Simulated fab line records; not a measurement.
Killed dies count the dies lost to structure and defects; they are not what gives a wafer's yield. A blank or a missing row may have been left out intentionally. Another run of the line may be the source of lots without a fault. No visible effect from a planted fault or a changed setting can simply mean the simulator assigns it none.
Which of the tools did it? ; flow gf180mcu ; 36 wafers from 12 lots sampled at 4 of the route's 602 steps

## WHAT THE GAUGES READ, wafer by wafer
GF_CONTACT_CD_MEAS_14 targets a cd of 220 nm. Usual: cd_nm at 219.4 nm, with a standard deviation of 1.3.
lot;measured;on;cd_nm (nm);flag
L296;day 16 05:58;cd_sem-02;220.0 219.8 220.6;
L297;day 16 12:34;cd_sem-02;217.3 217.1 216.7;
L298;day 16 22:47;cd_sem-02;220.4 219.5 219.6;
L299;day 17 07:44;cd_sem-02;221.1 218.7 218.5;
L300;day 17 14:22;cd_sem-01;217.3 217.6 217.4;
L304;day 19 08:58;cd_sem-01;221.5 220.6 221.2;
L305;day 19 16:22;cd_sem-01;239.9 238.6 237.7;OFF
L309;day 21 03:40;cd_sem-02;238.3 238.1 238.7;OFF
L310;day 21 13:53;cd_sem-01;221.1 218.1 219.4;
L311;day 21 19:09;cd_sem-01;219.7 218.8 218.1;
L312;day 21 22:56;cd_sem-01;217.9 218.7 218.5;
L318;day 24 02:44;cd_sem-01;221.1 220.0 221.0;

GF_M1_THK_MEAS_06: measures by xrf. Usual: M1_ALCU_THK 448 nm, standard deviation 5.6.
lot;measured;on;M1_ALCU_THK (nm);flag
L296;day 16 07:37;film_metro-02;439 433 436;
L297;day 16 14:13;film_metro-03;452 456 451;
L298;day 17 00:26;film_metro-02;453 450 449;
L299;day 17 09:23;film_metro-02;445 439 446;
L300;day 17 16:00;film_metro-02;443 444 440;
L304;day 19 10:42;film_metro-04;455 461 449;
L305;day 19 18:01;film_metro-03;453 449 448;
L309;day 21 05:18;film_metro-04;439 446 446;
L310;day 21 15:32;film_metro-02;444 449 449;
L311;day 21 20:52;film_metro-04;441 444 446;
L312;day 22 00:35;film_metro-02;443 442 447;
L318;day 24 04:22;film_metro-04;453 444 452;

GF_V2_RS_MEAS_24: measures by four-point-probe. Usual: V2_W_RS 0.329 ohm/sq, standard deviation 0.0057.
lot;measured;on;V2_W_RS (ohm/sq);flag
L296;day 20 11:07;film_metro-04;0.335 0.326 0.326;
L297;day 20 18:11;film_metro-03;0.317 0.319 0.317;
L298;day 21 06:18;film_metro-01;0.327 0.325 0.329;
L299;day 21 14:23;film_metro-01;0.330 0.330 0.323;
L300;day 21 21:51;film_metro-01;0.335 0.332 0.333;
L304;day 23 15:17;film_metro-01;0.322 0.321 0.335;
L305;day 23 20:57;film_metro-03;0.324 0.327 0.332;
L309;day 25 05:38;film_metro-04;0.327 0.336 0.323;
L310;day 25 16:30;film_metro-01;0.323 0.326 0.337;
L311;day 25 19:58;film_metro-03;0.335 0.333 0.325;
L312;day 25 23:49;film_metro-01;0.326 0.335 0.326;
L318;day 27 22:04;film_metro-04;0.330 0.325 0.327;

## WHAT TOOL EACH LOT RAN ON (gives the tool, then ch and the chambers of the sampled wafers, and finally the start)
lot;GF_CONTACT_EXPOSE_11
L296;krf_scanner-01 ch 0, day 15 19:31
L297;krf_scanner-01 ch 0, day 16 01:59
L298;krf_scanner-02 ch 0, day 16 12:04
L299;krf_scanner-01 ch 0, day 16 19:49
L300;krf_scanner-01 ch 0, day 17 02:47
L304;krf_scanner-01 ch 0, day 18 21:37
L305;krf_scanner-01 ch 0, day 19 04:25
L309;krf_scanner-01 ch 0, day 20 15:31
L310;krf_scanner-02 ch 0, day 21 02:27
L311;krf_scanner-02 ch 0, day 21 07:19
L312;krf_scanner-02 ch 0, day 21 11:23
L318;krf_scanner-02 ch 0, day 23 15:54
- GF_CONTACT_EXPOSE_11: exposes mask Contact, target cd 220 nm.

## WHAT THE TOOLS THEMSELVES READ (means of the sampled wafers that have a number; where no wafer has one, the mark that the record gives instead)
GF_CONTACT_EXPOSE_11. Usual: exposure_dose_mJ_cm2 38.16, standard deviation 0.04; reticle_temp_C 23.01 C, standard deviation 0.1.
lot;tool;exposure_dose_mJ_cm2;reticle_temp_C (C);flag
L296;krf_scanner-01;38.15;22.90;
L297;krf_scanner-01;38.18;23.12;
L298;krf_scanner-02;38.09;22.98;
L299;krf_scanner-01;38.18;22.95;
L300;krf_scanner-01;38.20;23.02;
L304;krf_scanner-01;38.16;22.98;
L305;krf_scanner-01;43.56;23.03;OFF
L309;krf_scanner-01;42.58;22.97;OFF
L310;krf_scanner-02;38.22;22.82;
L311;krf_scanner-02;38.14;23.04;
L312;krf_scanner-02;38.11;23.06;
L318;krf_scanner-02;38.13;23.02;

## THE ANSWER, worked out from the rows above alone
Rule: take the mean of a lot's wafers that have a number; if it is more than 3 standard deviations from the usual mean, the lot is off. Also off: a lot with no number at a reading for which 4 or more lots have one. Where the step has rows for the other lots, those lots are counted as sound. First the gauges in route order, then the tools' own readings, where a lot's mean is used as printed above. The first step at which some lot is off is used, and at that step the reading that is off furthest; a lot without a number counts as furthest.
Off: L305, L309 (GF_CONTACT_CD_MEAS_14, cd_nm).
A tool fits if, at a process step before that reading, it ran every lot that is off, and no sound lot after the first of them. The gauges at GF_CONTACT_CD_MEAS_14 aren't tried: what is off there is off at GF_CONTACT_EXPOSE_11 too, on other tools, and a gauge's error can't cause that. One fits: krf_scanner-01 at GF_CONTACT_EXPOSE_11. A fault onset in the window from L304 (day 18 21:37, its last sound lot) to L305 (day 19 04:25, its first lot off) fits.
On the lots that are off, the tool's own readings at GF_CONTACT_EXPOSE_11 differ by more than 5 times the standard deviation of the sound lots' means, which bears it out; exposure_dose_mJ_cm2 reads 43.07 there versus 38.16 on the sound lots.

## WHAT THE SIMULATOR PUT IN
Drift in process parameters on krf_scanner-01 at GF_CONTACT_EXPOSE_11, starting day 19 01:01. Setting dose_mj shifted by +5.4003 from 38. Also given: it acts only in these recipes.
Struck lots among those shown: L305, L309. The rule above reached the same finding.
